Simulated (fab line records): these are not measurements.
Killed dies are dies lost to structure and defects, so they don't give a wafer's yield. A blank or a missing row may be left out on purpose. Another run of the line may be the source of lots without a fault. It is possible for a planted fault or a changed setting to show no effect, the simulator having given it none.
What tool caused it? || flow gf180mcu || Sampling: 12 lots, 36 wafers, 4 of 602 route steps

## WHAT EACH GAUGE READ, for each wafer
GF_M4_CD_MEAS_14 targets a cd of 280 nm. Usual: cd_nm reads 280.0 nm (standard deviation 0.9).
{"lot": "L432", "measured": "day 23 14:17", "on": "cd_sem-02", "cd_nm (nm)": "278.2 277.7 278.4", "flag": ""}
{"lot": "L433", "measured": "day 23 21:52", "on": "cd_sem-02", "cd_nm (nm)": "280.4 280.8 281.3", "flag": ""}
{"lot": "L434", "measured": "day 24 10:30", "on": "cd_sem-02", "cd_nm (nm)": "280.2 280.1 278.9", "flag": ""}
{"lot": "L437", "measured": "day 25 10:21", "on": "cd_sem-02", "cd_nm (nm)": "279.9 281.2 280.8", "flag": ""}
{"lot": "L438", "measured": "day 25 16:45", "on": "cd_sem-02", "cd_nm (nm)": "279.5 280.0 280.6", "flag": ""}
{"lot": "L444", "measured": "day 27 16:46", "on": "cd_sem-01", "cd_nm (nm)": "278.5 279.6 279.5", "flag": ""}
{"lot": "L445", "measured": "day 28 01:47", "on": "cd_sem-02", "cd_nm (nm)": "279.7 279.9 280.5", "flag": ""}
{"lot": "L446", "measured": "day 28 04:46", "on": "cd_sem-01", "cd_nm (nm)": "280.8 280.4 280.8", "flag": ""}
{"lot": "L447", "measured": "day 28 18:00", "on": "cd_sem-02", "cd_nm (nm)": "280.7 280.6 279.5", "flag": ""}
{"lot": "L448", "measured": "day 28 23:52", "on": "cd_sem-01", "cd_nm (nm)": "278.9 280.0 279.9", "flag": ""}
{"lot": "L449", "measured": "day 29 06:46", "on": "cd_sem-01", "cd_nm (nm)": "279.0 280.3 280.0", "flag": ""}
{"lot": "L455", "measured": "day 30 19:37", "on": "cd_sem-01", "cd_nm (nm)": "280.5 280.8 278.9", "flag": ""}

GF_V4_CD_MEAS_14 targets a cd of 260 nm. Usual: cd_nm reads 259.5 nm (standard deviation 1.4).
{"lot": "L432", "measured": "day 24 14:22", "on": "cd_sem-02", "cd_nm (nm)": "260.8 260.4 260.9", "flag": ""}
{"lot": "L433", "measured": "day 24 21:24", "on": "cd_sem-02", "cd_nm (nm)": "258.3 258.5 260.0", "flag": ""}
{"lot": "L434", "measured": "day 25 09:19", "on": "cd_sem-01", "cd_nm (nm)": "259.2 260.2 256.9", "flag": ""}
{"lot": "L437", "measured": "day 26 09:14", "on": "cd_sem-01", "cd_nm (nm)": "258.4 258.9 258.2", "flag": ""}
{"lot": "L438", "measured": "day 26 15:30", "on": "cd_sem-02", "cd_nm (nm)": "259.9 259.4 260.1", "flag": ""}
{"lot": "L444", "measured": "day 28 14:05", "on": "cd_sem-02", "cd_nm (nm)": "250.0 248.4 249.3 250.1 248.6 249.2", "flag": "OFF"}
{"lot": "L445", "measured": "day 28 22:23", "on": "cd_sem-01", "cd_nm (nm)": "258.6 257.9 259.8", "flag": ""}
{"lot": "L446", "measured": "day 29 01:31", "on": "cd_sem-02", "cd_nm (nm)": "261.2 260.2 261.3", "flag": ""}
{"lot": "L447", "measured": "day 29 14:25", "on": "cd_sem-01", "cd_nm (nm)": "260.2 261.0 261.7", "flag": ""}
{"lot": "L448", "measured": "day 29 20:26", "on": "cd_sem-01", "cd_nm (nm)": "246.4 244.9 246.9 246.3 245.2 246.6", "flag": "OFF"}
{"lot": "L449", "measured": "day 30 03:57", "on": "cd_sem-01", "cd_nm (nm)": "257.1 258.1 258.7", "flag": ""}
{"lot": "L455", "measured": "day 31 15:28", "on": "cd_sem-01", "cd_nm (nm)": "259.9 261.2 261.0", "flag": ""}

## TOOL THAT RAN EACH LOT (tool first, then ch and the chambers of the sampled wafers, then the start)
{"lot": "L432", "GF_M4_SPUTTER_00": "pvd_sputter-03, day 22 15:33", "GF_V4_SOFTBAKE_10": "litho_track-01 ch 0, day 24 03:00"}
{"lot": "L433", "GF_M4_SPUTTER_00": "pvd_sputter-04, day 22 22:50", "GF_V4_SOFTBAKE_10": "litho_track-01 ch 0, day 24 10:00"}
{"lot": "L434", "GF_M4_SPUTTER_00": "pvd_sputter-02, day 23 11:04", "GF_V4_SOFTBAKE_10": "litho_track-04 ch 0, day 24 22:00"}
{"lot": "L437", "GF_M4_SPUTTER_00": "pvd_sputter-02, day 24 12:34", "GF_V4_SOFTBAKE_10": "litho_track-04 ch 0, day 25 22:00"}
{"lot": "L438", "GF_M4_SPUTTER_00": "pvd_sputter-04, day 24 18:23", "GF_V4_SOFTBAKE_10": "litho_track-03 ch 0, day 26 05:00"}
{"lot": "L444", "GF_M4_SPUTTER_00": "pvd_sputter-03, day 26 20:01", "GF_V4_SOFTBAKE_10": "litho_track-04 ch 0, day 28 04:00"}
{"lot": "L445", "GF_M4_SPUTTER_00": "pvd_sputter-04, day 27 05:31", "GF_V4_SOFTBAKE_10": "litho_track-03 ch 0, day 28 12:00"}
{"lot": "L446", "GF_M4_SPUTTER_00": "pvd_sputter-02, day 27 08:24", "GF_V4_SOFTBAKE_10": "litho_track-01 ch 0, day 28 16:00"}
{"lot": "L447", "GF_M4_SPUTTER_00": "pvd_sputter-03, day 27 22:39", "GF_V4_SOFTBAKE_10": "litho_track-03 ch 0, day 29 04:00"}
{"lot": "L448", "GF_M4_SPUTTER_00": "pvd_sputter-02, day 28 03:36", "GF_V4_SOFTBAKE_10": "litho_track-04 ch 0, day 29 10:00"}
{"lot": "L449", "GF_M4_SPUTTER_00": "pvd_sputter-02, day 28 11:01", "GF_V4_SOFTBAKE_10": "litho_track-03 ch 0, day 29 18:00"}
{"lot": "L455", "GF_M4_SPUTTER_00": "pvd_sputter-02, day 30 01:08", "GF_V4_SOFTBAKE_10": "litho_track-03 ch 0, day 31 06:00"}
- GF_M4_SPUTTER_00: material Ti, target thk 37.5 nm, time 150 s.
- GF_V4_SOFTBAKE_10: time 60 s.

## AS READ BY THE TOOLS THEMSELVES (means over the sampled wafers that have a number; for cases with no such wafer, the mark the record gives instead)
GF_M4_SPUTTER_00. Usual: throttle_valve_pct reads 30.3 % (standard deviation 1.4).
{"lot": "L432", "tool": "pvd_sputter-03", "throttle_valve_pct (%)": 30.4, "flag": ""}
{"lot": "L433", "tool": "pvd_sputter-04", "throttle_valve_pct (%)": 30.4, "flag": ""}
{"lot": "L434", "tool": "pvd_sputter-02", "throttle_valve_pct (%)": 29.3, "flag": ""}
{"lot": "L437", "tool": "pvd_sputter-02", "throttle_valve_pct (%)": 30.7, "flag": ""}
{"lot": "L438", "tool": "pvd_sputter-04", "throttle_valve_pct (%)": 31.1, "flag": ""}
{"lot": "L444", "tool": "pvd_sputter-03", "throttle_valve_pct (%)": 30.5, "flag": ""}
{"lot": "L445", "tool": "pvd_sputter-04", "throttle_valve_pct (%)": 30.1, "flag": ""}
{"lot": "L446", "tool": "pvd_sputter-02", "throttle_valve_pct (%)": 31.6, "flag": ""}
{"lot": "L447", "tool": "pvd_sputter-03", "throttle_valve_pct (%)": 31.0, "flag": ""}
{"lot": "L448", "tool": "pvd_sputter-02", "throttle_valve_pct (%)": 30.8, "flag": ""}
{"lot": "L449", "tool": "pvd_sputter-02", "throttle_valve_pct (%)": 31.5, "flag": ""}
{"lot": "L455", "tool": "pvd_sputter-02", "throttle_valve_pct (%)": 30.6, "flag": ""}

GF_V4_SOFTBAKE_10. Usual: chill_plate_temp_C 23.02 C, standard deviation 0.13; heater_power_total_W 93.06 W, standard deviation 0.057; plate_temp_C 130.01 C, standard deviation 0.14.
{"lot": "L432", "tool": "litho_track-01", "chill_plate_temp_C (C)": 23.01, "heater_power_total_W (W)": 93.04, "plate_temp_C (C)": 130.07, "flag": ""}
{"lot": "L433", "tool": "litho_track-01", "chill_plate_temp_C (C)": 22.95, "heater_power_total_W (W)": 93.06, "plate_temp_C (C)": 129.95, "flag": ""}
{"lot": "L434", "tool": "litho_track-04", "chill_plate_temp_C (C)": 23.10, "heater_power_total_W (W)": 93.05, "plate_temp_C (C)": 129.86, "flag": ""}
{"lot": "L437", "tool": "litho_track-04", "chill_plate_temp_C (C)": 23.19, "heater_power_total_W (W)": 93.04, "plate_temp_C (C)": 129.82, "flag": ""}
{"lot": "L438", "tool": "litho_track-03", "chill_plate_temp_C (C)": 22.93, "heater_power_total_W (W)": 93.05, "plate_temp_C (C)": 130.09, "flag": ""}
{"lot": "L444", "tool": "litho_track-04", "chill_plate_temp_C (C)": 23.11, "heater_power_total_W (W)": 88.42, "plate_temp_C (C)": 125.06, "flag": "OFF"}
{"lot": "L445", "tool": "litho_track-03", "chill_plate_temp_C (C)": 22.94, "heater_power_total_W (W)": 93.07, "plate_temp_C (C)": 130.14, "flag": ""}
{"lot": "L446", "tool": "litho_track-01", "chill_plate_temp_C (C)": 23.07, "heater_power_total_W (W)": 93.07, "plate_temp_C (C)": 130.04, "flag": ""}
{"lot": "L447", "tool": "litho_track-03", "chill_plate_temp_C (C)": 22.92, "heater_power_total_W (W)": 93.10, "plate_temp_C (C)": 130.02, "flag": ""}
{"lot": "L448", "tool": "litho_track-04", "chill_plate_temp_C (C)": 22.92, "heater_power_total_W (W)": 88.42, "plate_temp_C (C)": 125.23, "flag": "OFF"}
{"lot": "L449", "tool": "litho_track-03", "chill_plate_temp_C (C)": 23.16, "heater_power_total_W (W)": 93.06, "plate_temp_C (C)": 129.89, "flag": ""}
{"lot": "L455", "tool": "litho_track-03", "chill_plate_temp_C (C)": 22.92, "heater_power_total_W (W)": 93.09, "plate_temp_C (C)": 129.98, "flag": ""}

## THE ANSWER, worked out from the rows above alone
Rule: lot off if the mean of its wafers having a number is beyond 3 standard deviations from the usual mean. A lot without any number at a reading at which 4 lots or more have one is off too. The other lots that the step has rows for count as sound. First the gauges in route order, then the tools' own readings, where a lot's mean is used as printed above. At the first step where some lot is off, the reading lying furthest off is the one used; lots without a number count as furthest.
Off: L444, L448 (GF_V4_CD_MEAS_14, cd_nm).
A tool fits if, at a process step before that reading, it ran every lot that is off, and no sound lot after the first of them. The gauges at GF_V4_CD_MEAS_14 aren't tried: what is off there is off at GF_V4_SOFTBAKE_10 too, on other tools, and a gauge's error can't cause that. One fits: litho_track-04 at GF_V4_SOFTBAKE_10. Its last sound lot is L437 (day 25 22:00), its first lot that is off L444 (day 28 04:00): a fault that began between those two fits.
The tool's own readings at GF_V4_SOFTBAKE_10 bear it out: on the lots that are off they differ by more than 5 times the standard deviation of the sound lots' means. heater_power_total_W reads 88.42 W there against 93.06 W on the sound lots; plate_temp_C reads 125.15 C there against 129.99 C on the sound lots.

## WHAT HAD BEEN PUT IN BY THE SIMULATOR
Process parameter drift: litho_track-04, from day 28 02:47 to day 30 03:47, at GF_V4_SOFTBAKE_10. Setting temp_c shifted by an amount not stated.
Shown lots that were struck: L444, L448. The rule above found the same.
